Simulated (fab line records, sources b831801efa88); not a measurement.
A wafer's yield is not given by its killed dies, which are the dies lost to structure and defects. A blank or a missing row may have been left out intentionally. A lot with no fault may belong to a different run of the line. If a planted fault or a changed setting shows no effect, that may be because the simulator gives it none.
Struck lot and sound lot, side by side | flow gf180mcu | 36 steps out of a route of 602
Sound: these wafers, L990.1, L990.4, L990.5. Wafers L997.2, L997.5, L997.6 were the ones struck. Last of all comes the cause.
Each step with rows lists, per side, the tool, then ch with its chambers, then its first start. Under that, the readings that differ: sound wafers | struck wafers | difference of the means | sigmas: that difference in standard deviations of wafers without a fault.
alike: same words and numbers on both sides, and readings whose means sit less than 2 such deviations apart. not compared: any withheld reading, any reading some wafer has no value for, any bound like >300 that may hide the same value, and any number with overlapping values for which the record gives no deviation.
A row with sigmas, a row that says differs or no value, or rows on one side alone: a step with any of these is where the two part. When numbers do not overlap yet have no deviation, they are printed without sigmas and do not part them. Lack of a reading on every wafer of one side parts them only where that side has two or more wafers.

first, 2 steps without rows for these wafers: GF_M2_PEB_12 (peb time 90 s); GF_M2_DEVELOP_13 (develop time 60 s).
GF_M2_CD_MEAS_14: target cd 280 nm.
  sound on cdSem-02, day 20 09:03; struck on cdSem-02, day 23 00:25
  alike: cdNm
GF_M2_OVL_MEAS_15:
  sound on overlay-02, day 20 09:10; struck on overlay-02, day 23 00:31
  alike: M2_OVL
then, 1 step without rows for these wafers: GF_M2_METAL_ETCH_16 (etches the open film in Cl2/BCl3, stops on SiO2, target depth 627.5 nm, time 104.6 s).
GF_M2_STRIP_17: strips in O2/N2.
  sound on plasmaAsher-02 ch 0,1, day 20 09:19; struck on plasmaAsher-03 ch 0,1, day 23 00:39
  alike: drypumpMotorCurrentA, heaterPowerW, oesProductAu, stripTimeToEndpointS
  not compared: rfHoursCounterH
then, 3 steps without rows for these wafers: GF_M2_STRIP_18 (strips in post etch residue remover, time 1200 s); GF_M2_CLEAN_19 (cleans in DIW); GF_V2_CVD_00 (deposits SiO2, target thk 600 nm, time 100 s).
GF_V2_THK_MEAS_01:
  sound on filmMetro-03, day 20 09:57; struck on filmMetro-01, day 23 01:16
  alike: V2_CVD_00_THK
then, 1 step without rows for these wafers: GF_V2_CVD_02 (deposits SiO2 from TEOS, target thk 850 nm, time 94.851 s).
GF_V2_THK_MEAS_03:
  sound on filmMetro-01, day 20 10:05; struck on filmMetro-03, day 23 01:24
reading            | sound       | struck      | difference | sigmas
V2_CVD_02_THK (nm) | 832 833 831 | 855 863 851 | +24        | +2
GF_V2_CMP_04: polishes SiO2.
  sound on cmp-02 ch 0,3, day 20 10:08; struck on cmp-02 ch 0,1,2, day 23 01:33
reading                            | sound           | struck          | difference | sigmas
timeToEndpointS (s)                | 76 82 73        | 108 112 106     | +32        | +6
model.SiO2_of_V2_CVD_02.thkNm (nm) | 633 635.2 632.9 | 710.4 713.3 709 | +77.2      | 
  alike: motorCurrentA, slurryFilterDpKPa
GF_V2_BOW_MEAS_05:
  sound on filmMetro-03, day 20 10:26; struck on filmMetro-04, day 23 02:04
reading     | sound     | struck | difference                    | sigmas
V2_BOW (um) | 99 108 90 | - - -  | no value on the struck wafers | 
  not compared: hold
then, 7 steps without rows for these wafers: GF_V2_HMDS_07 (prime time 60 s); GF_V2_COAT_08; GF_V2_COAT_09 (resist thk 1000 nm); GF_V2_SOFTBAKE_10 (time 60 s); GF_V2_EXPOSE_11 (exposes mask Via2, target cd 260 nm); GF_V2_PEB_12 (peb time 90 s); GF_V2_DEVELOP_13 (develop time 60 s).
GF_V2_CD_MEAS_14: target cd 260 nm.
  sound on cdSem-01, day 21 10:01; struck on cdSem-01, day 24 00:31
  alike: cdNm
GF_V2_OVL_MEAS_15:
  sound on overlay-01, day 21 10:08; struck on overlay-01, day 24 00:37
  alike: V2_OVL
GF_V2_ETCH_16: etches BARC in N2/H2.
  sound on rieDiel-04 ch 0,3, day 21 10:10; struck on rieDiel-02 ch 2,3, day 24 00:38
reading             | sound             | struck            | difference | sigmas
oesProductAu (a.u.) | 0.863 0.864 0.857 | 0.847 0.849 0.853 | -0.012     | -3
  alike: drypumpMotorCurrentA, throttleValvePct
GF_V2_ETCH_17: etches SiO2 in C4F8/O2/Ar, stops on TiN, target depth 630 nm.
  sound on rieDiel-04 ch 0,3; struck on rieDiel-02 ch 2,3
reading                      | sound             | struck            | difference | sigmas
oesProductAu (a.u.)          | 0.853 0.859 0.855 | 0.918 0.917 0.921 | +0.063     | +14
model.V2.featureDepthNm (nm) | 633 635.2 632.9   | 710.4 713.3 709   | +77.2      | 
model.etch.depthNm (nm)      | 633 635.2 632.9   | 710.4 713.3 709   | +77.2      | 
then, 3 steps without rows for these wafers: GF_V2_STRIP_18 (strips in O2/N2); GF_V2_STRIP_19 (strips in post etch residue remover, time 1200 s); GF_V2_CLEAN_20 (cleans in DIW).
GF_V2_SPUTTER_21: material Ti, target thk 15 nm, time 80.02 s.
  sound on pvdSputter-04, day 21 10:50; struck on pvdSputter-01, day 24 01:18
  alike: throttleValvePct
then, 1 step without rows for these wafers: GF_V2_SPUTTER_22 (material TiN, target thk 10 nm, time 40 s).
GF_V2_CVD_23: deposits W, target thk 350 nm, time 104.94 s.
  sound on cvdW-02 ch 0,1, day 21 10:56; struck on cvdW-02 ch 0,1, day 24 01:24
  alike: heaterPowerW
GF_V2_RS_MEAS_24: measurement is done with a four-point probe.
  sound on filmMetro-01, day 21 11:03; struck on filmMetro-04, day 24 01:32
  alike: V2_W_RS
GF_V2_THK_MEAS_25: measures by xrf.
  sound on filmMetro-01, day 21 11:10; struck on filmMetro-04, day 24 01:39
reading       | sound       | struck      | difference | sigmas
V2_W_THK (nm) | 361 357 359 | 349 347 348 | -11        | -2
GF_V2_CMP_26: polishes, stops on SiO2, t overpolish 15 s, target thk 0 nm.
  sound on cmp-01 ch 1,3, day 21 11:14; struck on cmp-02 ch 0,3, day 24 01:45
reading                            | sound             | struck            | difference | sigmas
model.SiO2_of_V2_CVD_02.thkNm (nm) | 629.2 631.5 629.1 | 706.6 709.5 705.2 | +77.2      | 
  alike: motorCurrentA, slurryFilterDpKPa
GF_M3_SPUTTER_00: material Ti, target thk 37.5 nm, time 150 s.
  sound on pvdSputter-02, day 21 11:32; struck on pvdSputter-03, day 24 02:00
  alike: throttleValvePct
GF_PASSIVATION_PROBE_99:
  the record has rows for the sound wafers here (prober-01, day 29 19:17) and none for the struck ones

WHERE THEY PART
First at GF_V2_THK_MEAS_03; last, within this record, at GF_PASSIVATION_PROBE_99.

WHY: whatever the simulator had introduced
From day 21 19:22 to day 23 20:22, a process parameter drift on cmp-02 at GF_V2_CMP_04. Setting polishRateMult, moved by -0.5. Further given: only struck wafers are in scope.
